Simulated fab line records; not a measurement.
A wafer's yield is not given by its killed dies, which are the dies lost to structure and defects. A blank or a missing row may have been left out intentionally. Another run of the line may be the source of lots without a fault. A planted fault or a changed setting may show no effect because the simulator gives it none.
What tool caused it? :: flow sfq_line :: 13 lots with 39 wafers sampled at 6 steps, on a route of 325 steps

WHAT THE GAUGES SHOWED, per wafer
SFQ_R5_THK_MEAS_934: measures by xrf. Usual: R5_MONX_THK typically reads 40.3 nm, with standard deviation 0.46.
lot: L877
measured: day 51 07:46
on: film_metro-03
R5_MONX_THK (nm): 40.5 40.6 41.3
flag: 

lot: L878
measured: day 51 09:36
on: film_metro-03
R5_MONX_THK (nm): 40.1 40.1 40.2
flag: 

lot: L879
measured: day 51 16:32
on: film_metro-02
R5_MONX_THK (nm): 40.1 40.7 40.5
flag: 

lot: L880
measured: day 52 04:19
on: film_metro-03
R5_MONX_THK (nm): 40.5 39.6 40.2
flag: 

lot: L881
measured: day 52 13:58
on: film_metro-02
R5_MONX_THK (nm): 39.8 40.1 39.7
flag: 

lot: L882
measured: day 52 17:34
on: film_metro-02
R5_MONX_THK (nm): 40.0 40.5 40.5
flag: 

lot: L885
measured: day 54 07:09
on: film_metro-04
R5_MONX_THK (nm): 40.5 40.2 40.0
flag: 

lot: L886
measured: day 55 05:07
on: film_metro-03
R5_MONX_THK (nm): 41.3 41.2 41.5
flag: 

lot: L895
measured: day 58 16:27
on: film_metro-02
R5_MONX_THK (nm): 41.0 40.6 40.8
flag: 

lot: L897
measured: day 61 06:41
on: film_metro-03
R5_MONX_THK (nm): 40.0 40.1 40.2
flag: 

lot: L898
measured: day 64 15:09
on: film_metro-04
R5_MONX_THK (nm): 40.0 39.8 40.0
flag: 

lot: L899
measured: day 65 06:09
on: film_metro-03
R5_MONX_THK (nm): 39.7 39.6 39.5
flag: 

lot: L900
measured: day 65 10:53
on: film_metro-03
R5_MONX_THK (nm): 40.2 40.4 40.3
flag: 

SFQ_M8_OVL_MEAS_948. Usual: M8_OVL typically reads 5 nm, with standard deviation 5.9.
lot: L877
measured: day 84 15:30
on: overlay-02
M8_OVL (nm): 7 -3 0
flag: 

lot: L878
measured: day 87 00:35
on: overlay-01
M8_OVL (nm): 7 3 4
flag: 

lot: L879
measured: day 87 02:59
on: overlay-01
M8_OVL (nm): 12 12 7
flag: 

lot: L880
measured: day 87 04:11
on: overlay-01
M8_OVL (nm): -5 0 1
flag: 

lot: L881
measured: day 87 05:23
on: overlay-01
M8_OVL (nm): -5 -4 -2
flag: 

lot: L882
measured: day 87 06:35
on: overlay-01
M8_OVL (nm): 1 3 10
flag: 

lot: L885
measured: day 87 15:37
on: overlay-01
M8_OVL (nm): -3 0 2
flag: 

lot: L886
measured: day 88 03:50
on: overlay-01
M8_OVL (nm): 12 14 17
flag: 

lot: L895
measured: day 90 18:05
on: overlay-02
M8_OVL (nm): 13 9 17
flag: 

lot: L897
measured: day 91 00:05
on: overlay-01
M8_OVL (nm): 11 6 7
flag: 

lot: L898
measured: day 91 04:54
on: overlay-02
M8_OVL (nm): 0 1 -5
flag: 

lot: L899
measured: day 91 14:29
on: overlay-02
M8_OVL (nm): 7 6 2
flag: 

lot: L900
measured: day 91 18:05
on: overlay-02
M8_OVL (nm): 12 7 12
flag: 

SFQ_M8_THK_MEAS_950: measures by xrf. Usual: M8_AU_THK typically reads 179.4 nm, with standard deviation 2.2.
lot: L877
measured: day 84 16:25
on: film_metro-03
M8_AU_THK (nm): 177.9 177.9 178.5
flag: 

lot: L878
measured: day 87 01:29
on: film_metro-02
M8_AU_THK (nm): 182.2 178.8 179.8
flag: 

lot: L879
measured: day 87 03:53
on: film_metro-03
M8_AU_THK (nm): 177.7 176.5 178.6
flag: 

lot: L880
measured: day 87 05:05
on: film_metro-01
M8_AU_THK (nm): 179.9 177.1 177.9
flag: 

lot: L881
measured: day 87 06:17
on: film_metro-02
M8_AU_THK (nm): 178.1 177.1 178.2
flag: 

lot: L882
measured: day 87 07:29
on: film_metro-02
M8_AU_THK (nm): 183.8 182.2 181.3
flag: 

lot: L885
measured: day 87 16:32
on: film_metro-02
M8_AU_THK (nm): 182.6 182.4 180.7
flag: 

lot: L886
measured: day 88 04:44
on: film_metro-02
M8_AU_THK (nm): 181.3 181.6 181.9
flag: 

lot: L895
measured: day 90 19:00
on: film_metro-01
M8_AU_THK (nm): 178.4 177.9 178.1
flag: 

lot: L897
measured: day 91 00:59
on: film_metro-01
M8_AU_THK (nm): 179.4 177.4 179.8
flag: 

lot: L898
measured: day 91 05:48
on: film_metro-03
M8_AU_THK (nm): 178.1 176.9 177.0
flag: 

lot: L899
measured: day 91 15:23
on: film_metro-03
M8_AU_THK (nm): 181.5 182.9 181.9
flag: 

lot: L900
measured: day 91 18:59
on: film_metro-01
M8_AU_THK (nm): 180.0 180.0 180.2
flag: 

EACH LOT AND THE TOOL THAT RAN IT (in order: tool; ch and the chambers of the sampled wafers; start)
lot: L877
SFQ_TRILAYER_I7_CMP_CMP_184: cmp-01 ch 1,2,3, day 80 08:16
SFQ_TRILAYER_I7_METRO_MEASURE_185: film_metro-04, day 80 11:47
SFQ_TRILAYER_I7_VIA_ETCH_VIA_ETCH_190: rie_diel-03 ch 0,2,3, day 80 14:55

lot: L878
SFQ_TRILAYER_I7_CMP_CMP_184: cmp-01 ch 0,1,3, day 80 12:16
SFQ_TRILAYER_I7_METRO_MEASURE_185: film_metro-03, day 80 14:35
SFQ_TRILAYER_I7_VIA_ETCH_VIA_ETCH_190: rie_diel-01 ch 0,3, day 80 17:55

lot: L879
SFQ_TRILAYER_I7_CMP_CMP_184: cmp-01 ch 0,1,2, day 80 17:16
SFQ_TRILAYER_I7_METRO_MEASURE_185: film_metro-04, day 80 20:23
SFQ_TRILAYER_I7_VIA_ETCH_VIA_ETCH_190: rie_diel-01 ch 1,2,3, day 85 01:07

lot: L880
SFQ_TRILAYER_I7_CMP_CMP_184: cmp-01 ch 0,2,3, day 81 07:00
SFQ_TRILAYER_I7_METRO_MEASURE_185: film_metro-02, day 81 08:49
SFQ_TRILAYER_I7_VIA_ETCH_VIA_ETCH_190: rie_diel-03 ch 0,1,2, day 85 18:48

lot: L881
SFQ_TRILAYER_I7_CMP_CMP_184: cmp-02 ch 1,2,3, day 81 07:52
SFQ_TRILAYER_I7_METRO_MEASURE_185: film_metro-03, day 81 10:59
SFQ_TRILAYER_I7_VIA_ETCH_VIA_ETCH_190: rie_diel-01 ch 0,1,3, day 85 21:12

lot: L882
SFQ_TRILAYER_I7_CMP_CMP_184: cmp-01 ch 0,1,2, day 81 10:06
SFQ_TRILAYER_I7_METRO_MEASURE_185: film_metro-04, day 81 12:43
SFQ_TRILAYER_I7_VIA_ETCH_VIA_ETCH_190: rie_diel-02 ch 1,2,3, day 86 00:48

lot: L885
SFQ_TRILAYER_I7_CMP_CMP_184: cmp-01 ch 0,1,3, day 83 07:29
SFQ_TRILAYER_I7_METRO_MEASURE_185: film_metro-04, day 83 11:00
SFQ_TRILAYER_I7_VIA_ETCH_VIA_ETCH_190: rie_diel-03 ch 1,2,3, day 87 11:28

lot: L886
SFQ_TRILAYER_I7_CMP_CMP_184: cmp-01 ch 0,2,3, day 83 16:29
SFQ_TRILAYER_I7_METRO_MEASURE_185: film_metro-04, day 83 19:48
SFQ_TRILAYER_I7_VIA_ETCH_VIA_ETCH_190: rie_diel-01 ch 1,2,3, day 87 19:52

lot: L895
SFQ_TRILAYER_I7_CMP_CMP_184: cmp-02 ch 0,1,3, day 86 23:42
SFQ_TRILAYER_I7_METRO_MEASURE_185: film_metro-04, day 87 02:01
SFQ_TRILAYER_I7_VIA_ETCH_VIA_ETCH_190: rie_diel-01 ch 1,3, day 90 14:25

lot: L897
SFQ_TRILAYER_I7_CMP_CMP_184: cmp-02 ch 0,2,3, day 87 06:42
SFQ_TRILAYER_I7_METRO_MEASURE_185: film_metro-04, day 87 08:19
SFQ_TRILAYER_I7_VIA_ETCH_VIA_ETCH_190: rie_diel-01 ch 2,3, day 90 20:25

lot: L898
SFQ_TRILAYER_I7_CMP_CMP_184: cmp-01 ch 1,3, day 87 07:37
SFQ_TRILAYER_I7_METRO_MEASURE_185: film_metro-02, day 87 10:44
SFQ_TRILAYER_I7_VIA_ETCH_VIA_ETCH_190: rie_diel-03 ch 0,1,2, day 91 01:13

lot: L899
SFQ_TRILAYER_I7_CMP_CMP_184: cmp-01 ch 1,2,3, day 87 18:28
SFQ_TRILAYER_I7_METRO_MEASURE_185: film_metro-03, day 87 21:35
SFQ_TRILAYER_I7_VIA_ETCH_VIA_ETCH_190: rie_diel-02 ch 0,1,3, day 91 10:49

lot: L900
SFQ_TRILAYER_I7_CMP_CMP_184: cmp-01 ch 0,2, day 88 02:10
SFQ_TRILAYER_I7_METRO_MEASURE_185: film_metro-04, day 88 04:47
SFQ_TRILAYER_I7_VIA_ETCH_VIA_ETCH_190: rie_diel-01 ch 1,2,3, day 91 14:25
- SFQ_TRILAYER_I7_CMP_CMP_184: polishes SiO2.
- SFQ_TRILAYER_I7_METRO_MEASURE_185
- SFQ_TRILAYER_I7_VIA_ETCH_VIA_ETCH_190: etches SiO2 in CHF3, stops on Nb, target depth 260 nm.

AS READ BY THE TOOLS THEMSELVES (means over the sampled wafers that have a number; for cases with no such wafer, the mark the record gives instead)
SFQ_TRILAYER_I7_CMP_CMP_184. Usual: motor_current_A 9.9 A, standard deviation 1.5; time_to_endpoint_s 217 s, standard deviation 6.4.
lot: L877
tool: cmp-01
motor_current_A (A): 10.2
time_to_endpoint_s (s): 213
flag: 

lot: L878
tool: cmp-01
motor_current_A (A): 8.7
time_to_endpoint_s (s): 219
flag: 

lot: L879
tool: cmp-01
motor_current_A (A): 10.3
time_to_endpoint_s (s): 211
flag: 

lot: L880
tool: cmp-01
motor_current_A (A): 9.9
time_to_endpoint_s (s): 215
flag: 

lot: L881
tool: cmp-02
motor_current_A (A): 10.1
time_to_endpoint_s (s): 219
flag: 

lot: L882
tool: cmp-01
motor_current_A (A): 10.3
time_to_endpoint_s (s): 209
flag: 

lot: L885
tool: cmp-01
motor_current_A (A): 8.9
time_to_endpoint_s (s): 214
flag: 

lot: L886
tool: cmp-01
motor_current_A (A): 9.7
time_to_endpoint_s (s): 220
flag: 

lot: L895
tool: cmp-02
motor_current_A (A): 10.2
time_to_endpoint_s (s): 227
flag: 

lot: L897
tool: cmp-02
motor_current_A (A): 10.0
time_to_endpoint_s (s): 220
flag: 

lot: L898
tool: cmp-01
motor_current_A (A): 9.2
time_to_endpoint_s (s): 210
flag: 

lot: L899
tool: cmp-01
motor_current_A (A): 10.0
time_to_endpoint_s (s): 220
flag: 

lot: L900
tool: cmp-01
motor_current_A (A): 10.7
time_to_endpoint_s (s): 217
flag: 

SFQ_TRILAYER_I7_METRO_MEASURE_185. Usual: thk_nm 200.0 nm, standard deviation 0.76.
lot: L877
tool: film_metro-04
thk_nm (nm): 200.5
flag: 

lot: L878
tool: film_metro-03
thk_nm (nm): 200.7
flag: 

lot: L879
tool: film_metro-04
thk_nm (nm): 199.1
flag: 

lot: L880
tool: film_metro-02
thk_nm (nm): 199.9
flag: 

lot: L881
tool: film_metro-03
thk_nm (nm): 199.8
flag: 

lot: L882
tool: film_metro-04
thk_nm (nm): 199.4
flag: 

lot: L885
tool: film_metro-04
thk_nm (nm): 199.7
flag: 

lot: L886
tool: film_metro-04
thk_nm (nm): 194.4
flag: OFF

lot: L895
tool: film_metro-04
thk_nm (nm): 199.6
flag: 

lot: L897
tool: film_metro-04
thk_nm (nm): 200.9
flag: 

lot: L898
tool: film_metro-02
thk_nm (nm): 199.2
flag: 

lot: L899
tool: film_metro-03
thk_nm (nm): 200.5
flag: 

lot: L900
tool: film_metro-04
thk_nm (nm): 200.0
flag: 

SFQ_TRILAYER_I7_VIA_ETCH_VIA_ETCH_190. Usual: drypump_motor_current_A 5.8 A, standard deviation 0.36; oes_product_au 0.854 a.u., standard deviation 0.0053.
lot: L877
tool: rie_diel-03
drypump_motor_current_A (A): 5.6
oes_product_au (a.u.): 0.855
flag: 

lot: L878
tool: rie_diel-01
drypump_motor_current_A (A): 5.7
oes_product_au (a.u.): 0.860
flag: 

lot: L879
tool: rie_diel-01
drypump_motor_current_A (A): 6.0
oes_product_au (a.u.): 0.853
flag: 

lot: L880
tool: rie_diel-03
drypump_motor_current_A (A): 5.6
oes_product_au (a.u.): 0.855
flag: 

lot: L881
tool: rie_diel-01
drypump_motor_current_A (A): 5.7
oes_product_au (a.u.): 0.858
flag: 

lot: L882
tool: rie_diel-02
drypump_motor_current_A (A): 5.8
oes_product_au (a.u.): 0.850
flag: 

lot: L885
tool: rie_diel-03
drypump_motor_current_A (A): 5.8
oes_product_au (a.u.): 0.856
flag: 

lot: L886
tool: rie_diel-01
drypump_motor_current_A (A): 6.0
oes_product_au (a.u.): 0.842
flag: 

lot: L895
tool: rie_diel-01
drypump_motor_current_A (A): 5.9
oes_product_au (a.u.): 0.858
flag: 

lot: L897
tool: rie_diel-01
drypump_motor_current_A (A): 6.0
oes_product_au (a.u.): 0.856
flag: 

lot: L898
tool: rie_diel-03
drypump_motor_current_A (A): 5.6
oes_product_au (a.u.): 0.850
flag: 

lot: L899
tool: rie_diel-02
drypump_motor_current_A (A): 5.5
oes_product_au (a.u.): 0.856
flag: 

lot: L900
tool: rie_diel-01
drypump_motor_current_A (A): 6.0
oes_product_au (a.u.): 0.855
flag: 

THE ANSWER, worked out from the rows above alone
Rule: lot off if the mean of its wafers having a number is beyond 3 standard deviations from the usual mean. A lot without any number at a reading at which 4 lots or more have one is off too. The other lots that the step has rows for count as sound. The gauges are gone through in route order, then the tools' own readings, and for those a lot's mean is taken as printed above. The first step at which some lot is off is used, and at that step the reading that is off furthest; a lot without a number counts as furthest.
Off: L886, at SFQ_TRILAYER_I7_METRO_MEASURE_185 (thk_nm).
A tool fits if, at that step or a process step before it, it ran every lot that is off, and no sound lot after the first of them. None of those tried fits.

WHAT THE SIMULATOR HAD PUT IN
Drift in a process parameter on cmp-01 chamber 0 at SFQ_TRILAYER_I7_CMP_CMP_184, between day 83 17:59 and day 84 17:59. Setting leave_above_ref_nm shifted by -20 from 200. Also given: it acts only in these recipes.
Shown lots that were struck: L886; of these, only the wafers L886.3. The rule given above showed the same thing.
